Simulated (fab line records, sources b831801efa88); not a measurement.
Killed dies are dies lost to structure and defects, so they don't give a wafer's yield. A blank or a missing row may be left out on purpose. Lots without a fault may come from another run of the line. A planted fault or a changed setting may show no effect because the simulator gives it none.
Which tool did it? | flow sky130 | 7 lots, 21 wafers sampled, at 2 steps of a route of 708

WHAT THE GAUGES READ, wafer by wafer
SKY_NWELL_TW_MEAS_15.
lot  | measured    | on            | NWELL_TW
L852 | day 5 01:09 | film_metro-01 | 1803 1801 1794
L854 | day 5 16:39 | film_metro-01 | 1784 1794 1791
L857 | day 6 13:26 | film_metro-01 | 2224 2223 2233 2216 2224 2222
L861 | day 7 09:25 | film_metro-04 | 1810 1812 1821
L865 | day 8 13:29 | film_metro-01 | 2247 2251 2236 2244 2236 2232
L869 | day 9 04:13 | film_metro-01 | 1796 1802 1803
L871 | day 9 19:54 | film_metro-03 | 1824 1806 1824

WHICH TOOL RAN EACH LOT (tool, then ch and the chambers of the sampled wafers, then the start)
lot  | SKY_NWELL_IMPLANT_11
L852 | implanter-03 ch 0, day 5 00:38
L854 | implanter-03 ch 0, day 5 16:06
L857 | implanter-04 ch 0, day 6 12:34
L861 | implanter-04 ch 0, day 7 08:52
L865 | implanter-03 ch 0, day 8 12:35
L869 | implanter-03 ch 0, day 9 03:40
L871 | implanter-03 ch 0, day 9 19:21
- SKY_NWELL_IMPLANT_11

THE ANSWER, worked out from the rows above alone
Rule: what is usual is taken from the lots themselves. Put in order of their means at a reading, lots are off if they are a third of the lots or fewer, leave a main group of 4 or more, and stand apart from it by a gap of 3 or more times the standard deviation of the main group's means; of several such gaps the widest counts. A main group whose means are all the same, to the digits that the tables above print for the reading, isn't used. A lot without any number at a reading at which 4 lots or more have one is off too. The other lots that the step has rows for count as sound.
Off: L857, L865, at SKY_NWELL_TW_MEAS_15 (NWELL_TW). The main group: mean 1804, standard deviation 10.
A tool fits if, at a process step before that reading, it ran every lot that is off, and no sound lot after the first of them. The gauges at SKY_NWELL_TW_MEAS_15 are tried like those tools. None of those tried fits.

WHAT THE SIMULATOR HAD PUT IN
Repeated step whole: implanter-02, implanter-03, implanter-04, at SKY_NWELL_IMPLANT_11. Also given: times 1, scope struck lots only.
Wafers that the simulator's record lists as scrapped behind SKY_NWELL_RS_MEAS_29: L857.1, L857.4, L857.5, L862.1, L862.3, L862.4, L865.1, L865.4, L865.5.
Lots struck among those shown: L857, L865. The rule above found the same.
